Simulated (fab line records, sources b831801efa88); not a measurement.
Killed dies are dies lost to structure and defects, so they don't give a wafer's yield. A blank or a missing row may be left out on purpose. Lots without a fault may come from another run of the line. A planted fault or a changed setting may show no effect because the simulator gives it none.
fab line records | flow sky130
record lots=10 wafers=30 last_day=50
route steps=708 shown GATE_OXIDE@200 POLY_GATE@230 LDD_P@265 LDD_HVN@276 PAD_OPEN@708
lots that met no fault: from a run of the same line without faults
start_h: hours from the record's first day to the start of the lot's first wafer shown | wait_h: hours since the lot's step before | " the same as in the row above | L1.1+2: a row that stands for several wafers | - no value, or no start given | * or withheld: withheld | < > ~ a bound
route shown NAME@n: a module of which the file shows steps, and the number in the route of the first | usual: mean/standard deviation of fault-free wafers | same: alike in all rows | chamber/n: place in a boat | sites: the reading at each site | _std_site: their standard deviation | _edge_site: outer sites' mean less inner sites' | radius_mm: how far each site lies from the wafer's centre | mask NAME#n: copy n | behind: the tool/chamber that last shaped the wafer | hold: why the lot was held/for how many hours/how that ended | device: the transistor (n, p or np) that didn't switch | end of line: the same wafers' tests at the end of the route | a step without rows: its recipe alone | killed: dies lost to structure and defects at the first sort, not the wafer's yield | map: a wafer's dies, x killed, . not, _ none there
set.NAME: the setting as run; set.NAME@STEP: as run at that earlier step | model.NAME: the simulator's own value behind a step, which no gauge read
steps of the route over a sample of lots; a table a step, a row a wafer
services: from which hour (start_h, from the record's first day; less than 0 if before it) a tool's chamber was out of use, for how many hours, and why
## steps
# step SKY_GATE_OXIDE_STRIP_13
# recipe chemistry=O2/N2 power_w=1400 pressure_mtorr=1500 platen_temp_c=withheld o2_flow_sccm=3000 n2_flow_sccm=300 overash_fraction=0.5
# usual drypump_motor_current_A=5.86/0.27 oes_product_au=0.716/0.0044 strip_time_to_endpoint_s=14.17/0.047
# same overash_fraction=0.5
# columns lot.wafer tool chamber start_h wait_h drypump_motor_current_A oes_product_au rf_hours_counter_h strip_time_to_endpoint_s
L577.2 plasma_asher-04 1 331.23 0.0 5.53 0.714 55 14.09
L577.3 " 0 " " 6.15 0.714 - 14.15
L577.5 " 0 " " 6.16 0.721 - 14.10
L579.1 plasma_asher-01 1 350.09 0.0 6.08 0.718 66 14.20
L579.5 " 0 " " 5.65 0.721 - 14.21
L579.6 " 1 " " 6.05 0.710 - 14.22
L581.3 plasma_asher-03 0 359.99 0.0 6.12 0.724 - 14.18
L581.4 " 1 " " 5.65 0.706 - 14.20
L581.6 " 1 " " 5.66 0.713 - 14.19
L585.3 plasma_asher-04 0 422.00 0.0 6.17 0.708 - 14.22
L585.4 " 1 " " 5.54 0.718 - 14.23
L585.5 " 1 " " 5.53 0.717 - 14.19
L592.1 plasma_asher-04 1 433.56 0.0 5.52 0.719 65 14.14
L592.3 " 1 " " 5.53 0.713 - 14.16
L592.6 " 0 " " 6.16 0.722 - 14.16
L593.2 plasma_asher-03 0 444.93 0.0 6.08 0.712 33 14.20
L593.3 " 1 " " 5.69 0.717 - 14.20
L593.5 " 0 " " 6.09 0.707 - 14.19
L595.1 plasma_asher-03 1 467.78 0.0 5.67 0.708 36 14.16
L595.2 " 0 " " 6.13 0.715 36 14.17
L595.5 " 1 " " 5.65 0.715 - 14.16
L596.2 plasma_asher-03 1 469.62 0.0 5.67 0.710 36 14.20
L596.3 " 0 " " 6.11 0.713 - 14.23
L596.4 " 1 " " 5.66 0.714 - 14.29
L597.3 plasma_asher-04 1 474.91 0.0 5.53 0.718 - 14.12
L597.4 " 0 " " 6.21 0.710 - 14.15
L597.5 " 1 " " 5.53 0.719 - 14.06
L599.4 plasma_asher-01 0 491.15 0.0 5.61 0.708 - 14.23
L599.5 " 0 " " 5.64 0.716 - 14.23
L599.6 " 1 " " 6.04 0.722 - 14.26
# step SKY_GATE_OXIDE_TW_MEAS_14
# usual GATE_OXIDE_TW=228.8/1.4
# columns lot.wafer tool chamber start_h wait_h GATE_OXIDE_TW
L577.2 film_metro-03 - 331.34 0.1 229.0
L577.3 " - " " 227.6
L577.5 " - " " 228.6
L579.1 film_metro-04 - 350.19 0.1 229.5
L579.5 " - " " 228.3
L579.6 " - " " 227.9
L581.3 film_metro-04 - 360.08 0.1 227.2
L581.4 " - " " 227.9
L581.6 " - " " 228.0
L585.3 film_metro-01 - 422.09 0.1 231.2
L585.4 " - " " 230.3
L585.5 " - " " 231.4
L592.1 film_metro-03 - 433.66 0.1 227.4
L592.3 " - " " 228.3
L592.6 " - " " 227.3
L593.2 film_metro-04 - 445.04 0.1 227.9
L593.3 " - " " 229.8
L593.5 " - " " 228.4
L595.1 film_metro-04 - 467.88 0.1 229.5
L595.2 " - " " 228.3
L595.5 " - " " 229.3
L596.2 film_metro-04 - 469.73 0.1 230.2
L596.3 " - " " 227.6
L596.4 " - " " 229.6
L597.3 film_metro-03 - 475.00 0.1 227.9
L597.4 " - " " 227.3
L597.5 " - " " 227.4
L599.4 film_metro-04 - 491.25 0.1 228.5
L599.5 " - " " 227.3
L599.6 " - " " 226.5
# step SKY_POLY_GATE_ETCH_16
# recipe stop_on=poly-Si chemistry=CH3F/O2 target=Si3N4 source_w=400 bias_w=80 pressure_mtorr=25 ch3f_flow_sccm=40 O2_flow_sccm=30 time_s=147.5 target_depth_a=750
# usual drypump_motor_current_A=5.8/0.48 oes_product_au=0.640/0.0051 rf_fwd_power_W=398.4/1.2 throttle_valve_pct=10.535/0.0088
# columns lot.wafer tool chamber start_h wait_h drypump_motor_current_A oes_product_au rf_fwd_power_W rf_hours_counter_h throttle_valve_pct
L577.2 rie_diel-02 0 394.93 0.0 5.9 0.631 399.1 84 10.528
L577.3 " 2 " " 6.1 0.633 398.2 4 10.539
L577.5 " 0 " " 5.9 0.635 399.1 - 10.547
L579.1 rie_diel-02 1 412.24 0.0 5.5 0.640 398.3 7 10.529
L579.5 " 1 " " 5.5 0.637 400.9 - 10.540
L579.6 " 2 " " 6.1 0.641 397.9 - 10.548
L581.3 rie_diel-02 1 427.74 0.0 5.5 0.646 402.7 7 10.532
L581.4 " 1 " " 5.5 0.641 400.1 - 10.539
L581.6 " 2 " " 6.1 0.645 398.8 - 10.522
L585.3 rie_diel-04 3 490.46 0.0 6.2 0.642 398.5 4 10.548
L585.4 " 0 " " 4.7 0.647 399.5 9 10.529
L585.5 " 3 " " 6.2 0.638 397.8 - 10.537
L592.1 rie_diel-02 2 501.84 0.0 6.1 0.645 397.4 6 10.539
L592.3 " 1 " " 5.5 0.644 398.5 9 10.536
L592.6 " 0 " " 5.8 0.635 397.7 - 10.533
L593.2 rie_diel-01 0 510.17 0.0 5.5 0.641 397.3 4 10.536
L593.3 " 3 " " 6.0 0.630 398.0 66 10.538
L593.5 " 2 " " 6.1 0.642 395.9 - 10.536
L595.1 rie_diel-04 2 534.89 0.0 5.5 0.640 398.3 12 10.531
L595.2 " 1 " " 6.5 0.638 398.4 3 10.552
L595.5 " 1 " " 6.5 0.640 398.3 - 10.539
L596.2 rie_diel-02 3 537.87 0.0 5.8 0.642 398.8 5 10.526
L596.3 " 2 " " 6.1 0.639 398.5 7 10.534
L596.4 " 2 " " 6.1 0.633 396.8 - 10.529
L597.3 rie_diel-04 2 539.73 0.0 5.5 0.635 396.5 12 10.554
L597.4 " 2 " " 5.5 0.638 398.3 - 10.547
L597.5 " 0 " " 4.7 0.637 399.4 - 10.545
L599.4 rie_diel-04 1 558.79 0.0 6.5 0.643 398.1 3 10.524
L599.5 " 2 " " 5.5 0.637 398.8 - 10.520
L599.6 " 1 " " 6.5 0.636 400.5 - 10.544
# step SKY_LDD_P_STRIP_10
# recipe chemistry=O2/N2 power_w=1400 pressure_mtorr=1500 platen_temp_c=withheld o2_flow_sccm=3000 n2_flow_sccm=300 overash_fraction=0.5
# usual drypump_motor_current_A=5.85/0.26 oes_product_au=0.716/0.0044 strip_time_to_endpoint_s=14.18/0.042
# same overash_fraction=0.5
# columns lot.wafer tool chamber start_h wait_h drypump_motor_current_A oes_product_au rf_hours_counter_h strip_time_to_endpoint_s
L577.2 plasma_asher-03 1 458.58 0.1 5.62 0.710 34 14.23
L577.3 " 0 " " 6.10 0.714 - 14.20
L577.5 " 1 " " 5.63 0.720 - 14.23
L579.1 plasma_asher-03 0 478.53 0.1 6.14 0.715 37 14.13
L579.5 " 1 " " 5.66 0.717 - 14.11
L579.6 " 0 " " 6.15 0.715 - 14.11
L581.3 plasma_asher-03 0 493.84 0.1 6.11 0.927 - -
L581.4 " 1 " " 5.63 0.933 - -
L581.6 " 0 " " 6.06 0.934 - -
L585.3 plasma_asher-01 1 554.11 0.1 6.03 0.708 - 14.15
L585.4 " 0 " " 5.61 0.717 - 14.13
L585.5 " 1 " " 5.99 0.710 - 14.11
L592.1 plasma_asher-01 1 565.83 0.1 6.02 0.715 14 14.29
L592.3 " 0 " " 5.64 0.715 - 14.28
L592.6 " 1 " " 6.03 0.718 - 14.28
L593.2 plasma_asher-03 0 572.93 0.1 6.08 0.712 47 14.22
L593.3 " 1 " " 5.64 0.718 - 14.28
L593.5 " 0 " " 6.06 0.714 - 14.28
L595.1 plasma_asher-01 0 596.53 0.1 5.65 0.712 17 14.22
L595.2 " 1 " " 6.04 0.715 17 14.20
L595.5 " 0 " " 5.66 0.715 - 14.24
L596.2 plasma_asher-04 0 599.88 0.1 6.22 0.711 83 14.19
L596.3 " 0 " " 6.20 0.720 - 14.18
L596.4 " 1 " " 5.51 0.719 - 14.16
L597.3 plasma_asher-04 1 602.12 0.1 5.50 0.716 - 14.13
L597.4 " 0 " " 6.17 0.715 - 14.13
L597.5 " 1 " " 5.54 0.713 - 14.14
L599.4 plasma_asher-01 0 621.88 0.1 5.62 0.719 - 14.16
L599.5 " 0 " " 5.65 0.711 - 14.13
L599.6 " 1 " " 6.04 0.726 - 14.19
# step SKY_LDD_HVN_STRIP_09
# recipe chemistry=O2/N2 power_w=1400 pressure_mtorr=1500 platen_temp_c=withheld o2_flow_sccm=3000 n2_flow_sccm=300 overash_fraction=0.5
# usual drypump_motor_current_A=5.5/0.5 oes_product_au=0.411/0.0044 strip_time_to_endpoint_s=4.188/0.014
# same overash_fraction=0.5
# columns lot.wafer tool chamber start_h wait_h drypump_motor_current_A oes_product_au rf_hours_counter_h strip_time_to_endpoint_s
L577.2 plasma_asher-02 1 489.64 0.1 4.7 0.414 79 4.207
L577.3 " 1 " " 4.8 0.414 - 4.191
L577.5 " 1 " " 4.7 0.410 - 4.189
L579.1 plasma_asher-04 1 508.88 0.1 5.6 0.411 74 4.194
L579.5 " 1 " " 5.5 0.407 - 4.193
L579.6 " 0 " " 6.2 0.411 - 4.190
L581.3 plasma_asher-04 1 523.82 0.1 5.5 0.709 - 11.412
L581.4 " 0 " " 6.2 0.708 - 11.429
L581.6 " 0 " " 6.2 0.714 - 11.402
L585.3 plasma_asher-01 0 584.06 0.1 5.6 0.412 - 4.181
L585.4 " 1 " " 6.1 0.406 - 4.199
L585.5 " 1 " " 6.0 0.416 - 4.191
L592.1 plasma_asher-02 1 595.38 0.1 4.7 0.417 90 4.167
L592.3 " 1 " " 4.7 0.407 - 4.192
L592.6 " 0 " " 5.2 0.409 - 4.197
L593.2 plasma_asher-01 1 601.74 0.1 6.0 0.407 17 4.184
L593.3 " 1 " " 6.1 0.408 - 4.169
L593.5 " 0 " " 5.6 0.410 - 4.196
L595.1 plasma_asher-04 0 625.48 0.1 6.2 0.401 85 4.201
L595.2 " 1 " " 5.5 0.403 85 4.195
L595.5 " 0 " " 6.2 0.406 - 4.192
L596.2 plasma_asher-04 1 628.48 0.1 5.5 0.416 86 4.177
L596.3 " 1 " " 5.5 0.413 - 4.175
L596.4 " 0 " " 6.2 0.413 - 4.184
L597.3 plasma_asher-02 1 630.89 0.1 4.7 0.413 - 4.198
L597.4 " 0 " " 5.2 0.408 - 4.217
L597.5 " 0 " " 5.3 0.414 - 4.188
L599.4 plasma_asher-04 1 650.17 0.1 5.5 0.410 - 4.184
L599.5 " 0 " " 6.2 0.407 - 4.212
L599.6 " 1 " " 5.5 0.418 - 4.191
# step SKY_LDD_HVN_TW_MEAS_10
# usual LDD_HVN_TW=1447/13
# columns lot.wafer tool chamber start_h wait_h hold LDD_HVN_TW
L577.2 film_metro-04 - 489.75 0.1 - 1453
L577.3 " - " " - 1445
L577.5 " - " " - 1444
L579.1 film_metro-02 - 508.98 0.1 - 1438
L579.5 " - " " - 1435
L579.6 " - " " - 1429
L581.3 film_metro-02 - 523.91 0.1 await_dispo/0.2h/release 30
L581.4 " - " " await_dispo/0.2h/release 30
L581.6 " - " " await_dispo/0.2h/release 30
L581.3 film_metro-02 - 524.13 0.2 - 30
L581.4 " - " " - 30
L581.6 " - " " - 30
L585.3 film_metro-04 - 584.15 0.1 - 1472
L585.4 " - " " - 1473
L585.5 " - " " - 1467
L592.1 film_metro-04 - 595.48 0.1 - 1466
L592.3 " - " " - 1463
L592.6 " - " " - 1465
L593.2 film_metro-04 - 601.85 0.1 - 1456
L593.3 " - " " - 1453
L593.5 " - " " - 1453
L595.1 film_metro-02 - 625.58 0.1 - 1434
L595.2 " - " " - 1439
L595.5 " - " " - 1439
L596.2 film_metro-02 - 628.59 0.1 - 1440
L596.3 " - " " - 1430
L596.4 " - " " - 1441
L597.3 film_metro-03 - 630.98 0.1 - 1460
L597.4 " - " " - 1454
L597.5 " - " " - 1458
L599.4 film_metro-02 - 650.27 0.1 - 1434
L599.5 " - " " - 1436
L599.6 " - " " - 1433
# step SKY_PAD_OPEN_PROBE_99
# usual defect_limited_yield=82.7/2 killed_at_M0_to_M3=42/7.4 killed_at_M4_up=3.5/1.9 killed_at_contacts=24/5.2 killed_at_front_end=15/4.5 killed_at_other=0.2/0.53 killed_dies=85/9.8 killed_open=46/7.6 killed_short=39/6.5 sort_bin_3_pad_short=0.9/0.4 sort_bin_5_function=10.3/1.5 sort_bin_6_memory=6.1/1.1 sort_n_pass=407/9.8 sort_yield_pct=82.7/2
# same gross_dies=492 killed_at_back_side=0 sort_bin_4_leakage[%]=0 sort_bin_8_speed[%]=0
# columns lot.wafer tool chamber start_h wait_h defect_limited_yield[%] killed_at_M0_to_M3 killed_at_M4_up killed_at_contacts killed_at_front_end killed_at_other killed_dies killed_open killed_short sort_bin_3_pad_short[%] sort_bin_5_function[%] sort_bin_6_memory[%] sort_n_pass sort_yield_pct[%]
L597.3 prober-01 - 1185.60 0.4 82.1 39 4 28 17 0 88 42 46 1.4 10.2 6.3 404 82.1
L597.4 prober-01 - 1185.65 0.5 82.3 49 3 19 16 0 87 53 33 0.4 10.8 6.5 405 82.3
L597.5 prober-01 - 1185.70 0.5 82.1 42 5 22 19 0 88 47 39 1.2 10.8 5.9 404 82.1
# killed by level:class
L597.3 CONTACT:geometric_particle:open=8 VIA2:geometric_particle:open=8 VIA1:geometric_particle:open=8 LOCAL_INTERCONNECT:geometric_particle:short=7 POLY_GATE:geometric_particle:short=5 FIELD_ISO:geometric_particle:short=4 LI_CONTACT:geometric_particle:open=4 LI_CONTACT:geometric_particle:short=4
L597.4 VIA1:geometric_particle:open=12 CONTACT:geometric_particle:open=11 VIA2:geometric_particle:open=8 VIA2:geometric_particle:short=7 FIELD_ISO:geometric_particle:short=5 LOCAL_INTERCONNECT:geometric_particle:short=4 METAL1:geometric_particle:short=4 VIA3:geometric_particle:open=4
L597.5 CONTACT:geometric_particle:open=10 VIA3:geometric_particle:open=10 VIA1:geometric_particle:open=9 POLY_GATE:geometric_particle:short=6 METAL1:geometric_particle:short=6 LI_CONTACT:geometric_particle:open=5 METAL2:geometric_particle:short=5 FIELD_ISO:geometric_particle:open=4
## services
# columns tool chamber start_h hours kind
plasma_asher-02 - 313.37 14.7 repair
plasma_asher-04 - 337.45 3.7 repair
plasma_asher-03 - 350.64 2.9 repair
rie_diel-04 2 350.73 26.7 repair
rie_diel-02 - 368.97 4.0 pm
rie_diel-01 1 372.53 2.3 repair
plasma_asher-01 - 375.22 3.1 repair
rie_diel-02 1 378.31 1.9 repair
rie_diel-04 - 390.72 0.4 repair
plasma_asher-02 - 402.26 2.8 pm
rie_diel-02 - 414.70 0.8 repair
plasma_asher-03 - 419.41 0.7 repair
plasma_asher-01 - 421.25 9.0 pm
rie_diel-02 3 425.51 4.7 repair
plasma_asher-02 - 443.33 38.4 repair
rie_diel-02 2 510.93 8.9 repair
rie_diel-04 1 539.01 17.9 repair
rie_diel-02 0 553.81 3.7 repair
rie_diel-02 0 563.16 5.4 repair
rie_diel-04 3 586.67 4.5 repair
plasma_asher-04 - 610.27 2.4 repair
rie_diel-02 3 636.07 18.0 repair
rie_diel-04 2 637.16 16.4 repair
rie_diel-04 0 638.59 9.4 repair
## key
first_sign step=SKY_LDD_P_STRIP_10 reading=oes_product_au direction=up sigmas=49 usual=0.716 struck=0.931
effect step=SKY_LDD_HVN_STRIP_09 reading=strip_time_to_endpoint_s direction=up sigmas=99+ usual=* struck=*
effect step=SKY_LDD_HVN_TW_MEAS_10 reading=visit direction=added
effect step=SKY_LDD_HVN_TW_MEAS_10 reading=LDD_HVN_TW direction=down sigmas=99+ usual=1447 struck=30
met_at SKY_LDD_P_STRIP_10
struck_lots L581
scrapped_behind SKY_LDD_HVN_TW_MEAS_10 L581.3,L581.4,L581.6
not_acting_at SKY_GATE_OXIDE_STRIP_13,SKY_GATE_OXIDE_TW_MEAS_14,SKY_POLY_GATE_ETCH_16
onset_between 478.53 493.84
fault kind=strip_aborted tool=plasma_asher-03 chamber=- onset_h=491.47 steps=SKY_LDD_P_STRIP_10 offset=0.66066 end_h=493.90
